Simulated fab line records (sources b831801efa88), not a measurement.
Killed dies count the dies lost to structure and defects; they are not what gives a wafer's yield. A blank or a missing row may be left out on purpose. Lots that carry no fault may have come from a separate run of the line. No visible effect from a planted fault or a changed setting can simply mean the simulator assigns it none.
Chamber matching -- flow sfq-line -- 4 sister chambers for SFQ_TRILAYER_I0_CMP_CMP_028 on cmp-02
The step polishes SiO2. 4 wafers are shown with their chamber, then 8 later ones without.

WAFERS WITH THEIR CHAMBER
wafer,chamber,motor-current-A (A)
L273.6,3,7.7
L274.2,0,11.1
L279.2,2,10.0
L279.4,1,10.8

WAFERS MISSING THEIR CHAMBER
wafer,motor-current-A (A)
L279.1,11.2
L282.1,7.8
L282.4,10.9
L282.6,7.9
L285.1,10.1
L285.5,9.8
L286.1,9.9
L286.4,11.0

WHICH CHAMBER EACH ONE RAN IN
wafer,from the rows above,in truth
L279.1,0,0
L282.1,3,3
L282.4,can't be placed: 1 or 0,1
L282.6,3,3
L285.1,2,2
L285.5,2,2
L286.1,2,2
L286.4,can't be placed: 0 or 1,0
6 of 8 placed correctly. Can't be placed from these rows: 2 (the true chamber is among the candidates in 2). 0 placed wrongly.
How it was worked out, from the rows above alone: a wafer's distance from a chamber is the root of the sum, over the readings, of the square of ((its reading less the chamber's mean) divided by the reading's scatter). The wafer belongs to the nearest chamber; if the next one is less than 2 further off, it can't be placed. The mean given for a chamber averages the wafers shown for that chamber. The scatter (one wafer shown for each chamber): square how far every hidden wafer sits from the nearest shown wafer, average those squares and take the square root.
